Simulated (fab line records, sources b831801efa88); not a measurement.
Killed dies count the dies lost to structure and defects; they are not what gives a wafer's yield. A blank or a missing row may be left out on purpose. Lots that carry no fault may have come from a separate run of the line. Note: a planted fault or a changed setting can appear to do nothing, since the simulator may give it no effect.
Comparing a struck lot with a sound one ; flow sky130 ; 23 out of 708 route steps
Sound: wafers L624.1, L624.4, L624.5. Wafers L629.1, L629.6 were the ones struck. The cause comes at the end.
Order at every step that has rows: each side's tool, ch and its chambers, its first start. Under that, the readings that differ: sound wafers ; struck wafers ; difference of the means ; sigmas: that difference in standard deviations of wafers without a fault.
alike: words and numbers the same on both sides, and readings whose means are apart by under 2 such deviations; not compared: readings that were withheld, readings missing a value for some wafer, numbers with overlapping values and no deviation given by the record, and bounds like >300 which may hide the same value.
The two part at a step that has a row with sigmas, a row that says differs or no value, or rows on one side only. Numbers that have no deviation but don't overlap get no sigmas and don't part them. Lack of a reading on every wafer of one side parts them only where that side has two or more wafers.

SKY_METAL1_ETCH_18: etches BARC in N2/H2, stops on SiO2, time 45.9 s, target depth 60 nm.
  sound on rie-metal-03 ch 1, day 37 01:04; struck on rie-metal-01 ch 0, day 38 14:24
reading;sound;struck;difference;sigmas
drypump-motor-current-A (A);5.1 5.1 5.1;6.3 6.3;+1.2;+2
  alike: h2-flow-sccm, oes-product-au, throttle-valve-pct
  not compared: rf-hours-counter-h
SKY_METAL1_METAL_ETCH_19: etches the open film in Cl2/BCl3, stops on SiO2, target depth 360 nm, time 78 s.
  sound on rie-metal-03 ch 1, day 37 01:07; struck on rie-metal-01 ch 0, day 38 14:32
reading;sound;struck;difference;sigmas
drypump-motor-current-A (A);5.1 5.1 5.1;6.3 6.3;+1.2;+2
oes-product-au (a.u.);0.846 0.849 0.855;0.843 0.833;-0.012;-2
  alike: throttle-valve-pct
  not compared: rf-hours-counter-h
SKY_METAL1_STRIP_20: strips in O2/N2.
  sound on plasma-asher-02 ch 0,1, day 37 01:13; struck on plasma-asher-04 ch 0,1, day 38 14:43
  alike: drypump-motor-current-A, oes-product-au, strip-time-to-endpoint-s
  not compared: rf-hours-counter-h
then, 4 steps without rows for these wafers: SKY_METAL1_STRIP_21 (strips in post etch residue remover, time 1200 s); SKY_METAL1_CLEAN_22 (cleans in IPA, time 180 s); SKY_METAL1_CLEAN_23 (cleans in O3/DIW); SKY_VIA1_HDPCVD_00 (deposits SiO2, target thk 1030 nm, time 171.7 s).
SKY_VIA1_THK_MEAS_01:
  sound on film-metro-02 at day 37 01:55; struck on film-metro-01 at day 38 15:46
  alike: VIA1_HDPCVD_THK
SKY_VIA1_CMP_02: polishes SiO2.
  sound on cmp-01 ch 0,2,3, day 37 02:07; struck on cmp-01 ch 1,3, day 38 15:55
  alike: motor-current-A, platen-rpm, retaining-ring-pressure-frac
SKY_VIA1_BOW_MEAS_03:
  sound on film-metro-01 at day 37 02:28; struck on film-metro-02 at day 38 16:07
  alike: VIA1_BOW
then, 2 steps without rows for these wafers: SKY_VIA1_DEHYDRATE_04 (time 60 s); SKY_VIA1_HMDS_05 (prime time 60 s).
SKY_VIA1_COAT_06: resist thk 60 nm.
  sound on litho-track-03 ch 0, day 37 14:56; struck on litho-track-03 ch 0, day 39 04:50
  alike: dispense-pressure-kPa
then, 5 steps without rows for these wafers: SKY_VIA1_COAT_07 (resist thk 450 nm); SKY_VIA1_SOFTBAKE_08 (time 90 s); SKY_VIA1_EXPOSE_09 (exposes mask VIM, target cd 150 nm); SKY_VIA1_PEB_10; SKY_VIA1_DEVELOP_11 (develop time 60 s).
SKY_VIA1_CD_MEAS_12: target cd 150 nm.
  sound on cd-sem-01 at day 38 03:37; struck on cd-sem-02 at day 39 17:25
reading;sound;struck;difference;sigmas
cd-nm (nm);146.6 146.4 145.9;151.3 151.7;+5.2;+3
SKY_VIA1_OVL_MEAS_13:
  sound on overlay-01 at day 38 03:44; struck on overlay-02 at day 39 17:32
  alike: VIA1_OVL
SKY_VIA1_ETCH_14: etches BARC in N2/H2, stops on SiO2, time 45.9 s, target depth 60 nm.
  sound on rie-diel-04 ch 1,3, day 38 03:47; struck on rie-diel-04 ch 0,3, day 39 17:35
reading;sound;struck;difference;sigmas
oes-product-au (a.u.);0.855 0.847 0.845;0.829 0.837;-0.016;-4
model.etch.depth-nm (nm);59.8 59.69 59.71;56.76 56.85;-2.93;
  alike: drypump-motor-current-A, h2-flow-sccm, throttle-valve-pct
  not compared: rf-hours-counter-h
SKY_VIA1_ETCH_15: etches SiO2 in C4F8/O2/Ar, stops on TiN, target depth 351 nm, time 54 s.
  sound on rie-diel-04 ch 1,3, day 38 03:49; struck on rie-diel-04 ch 0,3, day 39 17:37
  alike: oes-product-au
  not compared: rf-hours-counter-h
then, 1 step without rows for these wafers: SKY_PAD_OPEN_PROBE_99.

== WHERE THEY PART ==
At SKY_METAL1_ETCH_18 first; at SKY_VIA1_ETCH_14 last (within this record only). Later steps at which nothing parts them and some readings are alike: SKY_VIA1_ETCH_15.

WHY: what the simulator had put in
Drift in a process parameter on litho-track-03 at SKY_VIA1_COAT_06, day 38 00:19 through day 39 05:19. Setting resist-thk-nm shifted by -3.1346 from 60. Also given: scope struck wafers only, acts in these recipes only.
